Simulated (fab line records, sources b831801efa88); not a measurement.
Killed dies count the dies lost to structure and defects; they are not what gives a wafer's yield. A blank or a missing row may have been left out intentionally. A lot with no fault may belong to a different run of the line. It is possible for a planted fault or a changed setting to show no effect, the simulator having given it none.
One fault through the eyes of 2 desks    flow sky130    every desk sees just its own numbers, and what lay behind them comes last

## FROM THE METROLOGY DESK
Lot by lot, what the gauges showed, no matter which tool ran the lot: averages of those sampled wafers that carry a number. If a lot's mean is further than 4 standard deviations from the usual mean, the lot is out of limits and carries the mark OUT (the distance appears in the brackets).
Columns: A = cd-nm at SKY_VIA1_CD_MEAS_12, usual 150.0 nm
lot   first seen here  A
L550  day 35 09:52     148.7
L553  day 36 12:52     149.2
L555  day 38 00:40     150.6
L558  day 38 13:05     149.5
L559  day 38 13:10     153.6
L560  day 38 15:53     152.4
L561  day 39 03:34     150.3
L562  day 39 08:14     147.4
L563  day 39 13:51     148.2
L564  day 39 20:23     151.8
L568  day 40 23:58     150.5
L570  day 41 09:43     149.0
Finding of this desk: none of the 12 lots has anything out of limits.

## DESK OF THE TOOL OWNER: litho-track-03
Per lot that ran on this tool, the mean of the sampled wafers carrying a number, from the tool's own readings at SKY_VIA1_SOFTBAKE_08 (time 90 s). If a lot's mean is further than 4 standard deviations from the usual mean, the lot is out of limits and carries the mark OUT (the distance appears in the brackets).
Columns: A = heater-power-total-W at SKY_VIA1_SOFTBAKE_08, usual 57.35 W; B = run-length-s at SKY_VIA1_SOFTBAKE_08, usual 119.02 s
lot   first seen here  A                 B
L558  day 38 00:00     57.32             119.14
L560  day 38 02:00     57.31             119.08
L564  day 39 07:00     57.41             119.06
L568  day 40 11:00     58.03 (+6.2) OUT  116.14 (-26) OUT
L570  day 40 21:00     57.94 (+5.4) OUT  116.12 (-26) OUT
Finding of this desk: L568, L570 out of limits; the first was L568 at day 40 11:00, on heater-power-total-W at SKY_VIA1_SOFTBAKE_08. In limits: L558, L560, L564.

## TAKEN TOGETHER
On L568, L570, at day 40 11:00, an alarm was possible from the tool owner's desk.
At the metrology desk, nothing out of limits was observed.
The metrology desk holds a record of L568, L570, inside its limits.
The lots listed all ran SKY_VIA1_SOFTBAKE_08 on litho-track-03.

## WHAT HAD BEEN PUT IN BY THE SIMULATOR
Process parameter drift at SKY_VIA1_SOFTBAKE_08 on litho-track-03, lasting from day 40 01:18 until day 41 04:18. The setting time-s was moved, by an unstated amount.
Lots struck among those shown: L568, L570.
Delay in hours, fault start to first out-of-limits reading, by desk: the tool owner's desk at 10.
